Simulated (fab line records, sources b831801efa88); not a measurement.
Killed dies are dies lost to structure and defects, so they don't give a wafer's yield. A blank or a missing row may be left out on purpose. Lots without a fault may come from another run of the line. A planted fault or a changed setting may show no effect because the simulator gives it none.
Problem report in the 8D (eight disciplines) form, filled by code | flow sky130 | the parts of the form that need people (team, actions taken, sign-off) are left out

1. THE PROBLEM
VT_ADJUST_HVTR_TW at SKY_VT_ADJUST_HVTR_TW_MEAS_11 reads a mean of 230.0 on 6 wafers of 2 lots; wafers without a fault read 211.1 with a standard deviation of 1.1. That is +17 standard deviations from the usual mean.
First seen on wafer L383.3, day 15 17:38, on film_metro-03. The record holds 33 wafers of 11 lots with a number at this step. Rule for "out", or "out of limits": more than 4 standard deviations from the usual mean. The other wafers with a number count as sound.

2. WHAT IT IS AND WHAT IT IS NOT
question                    | is                           | is not
which readings at this step | VT_ADJUST_HVTR_TW            | -
which lots                  | L383, L384                   | L363, L364, L369, L373, L374, L375, L378, L379, L385
which wafers of those lots  | all that have a number       | -
read on which gauges        | film_metro-02, film_metro-03 | film_metro-04
when                        | from day 15 17:38            | up to then (24 sound wafers); but 3 sound wafers of L385 came after

3. SUSPECTS, AND WHAT RULES EACH OUT
Counting: a tool at a process step up to the reading stays a suspect if it ran every lot that is out and no sound lot after the first of them.
- the gauge at SKY_VT_ADJUST_HVTR_TW_MEAS_11: ruled out. The wafers that are out were read on 2 gauges (film_metro-02, film_metro-03).
- implanter-02 at SKY_VT_ADJUST_HVTR_IMPLANT_09: kept. It ran every lot that is out, first L383 (day 15 17:25), and no sound lot after that; its last sound lot up to then is L379 (day 14 09:28). Its own readings are out on those wafers: dose_ions_cm2, faraday_current_uA.
Left after counting: implanter-02 at SKY_VT_ADJUST_HVTR_IMPLANT_09.

4. THE CAUSE (what the simulator had put in)
Process parameter drift: implanter-02, from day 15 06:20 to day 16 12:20, at SKY_VT_ADJUST_HVTR_IMPLANT_09. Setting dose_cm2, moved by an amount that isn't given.
Counting left only this tool.

5. THE CHAIN OF EFFECTS, in route order
Each row: a reading whose mean over the struck wafers that have a number lies more than 3 standard deviations from the usual. Only readings for which the record gives a usual standard deviation are gone through. hours: the time from each lot's start at the first step in this table that gives one to its start at this step, as a median over the lots. sigmas: the change in usual standard deviations.
hours | step                          | reading            | usual   | on struck wafers | change   | sigmas
0     | SKY_VT_ADJUST_HVTR_IMPLANT_09 | dose_ions_cm2      | 2.1e+12 | 2.9e+12          | +7.9e+11 | +99 or more
0     | SKY_VT_ADJUST_HVTR_IMPLANT_09 | faraday_current_uA | 11.80   | 16.26            | +4.46    | +19
0     | SKY_VT_ADJUST_HVTR_TW_MEAS_11 | VT_ADJUST_HVTR_TW  | 211.1   | 230.0            | +18.9    | +17
The process steps in it:
- SKY_VT_ADJUST_HVTR_IMPLANT_09

6. WHAT WOULD HAVE CAUGHT IT SOONER
In this record the first reading out of limits at a measuring or inspecting step was taken at day 15 17:38, 11 hours after the fault began at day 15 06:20.
The tool's own readings at SKY_VT_ADJUST_HVTR_IMPLANT_09 were out on every struck wafer that the step has a row for (dose_ions_cm2, faraday_current_uA): an alarm limit on them would have fired on the first of those.
Of the lots that are out (2), L384 began SKY_VT_ADJUST_HVTR_IMPLANT_09 on implanter-02 after day 15 17:38. A hold on the tool at that time would have spared it.
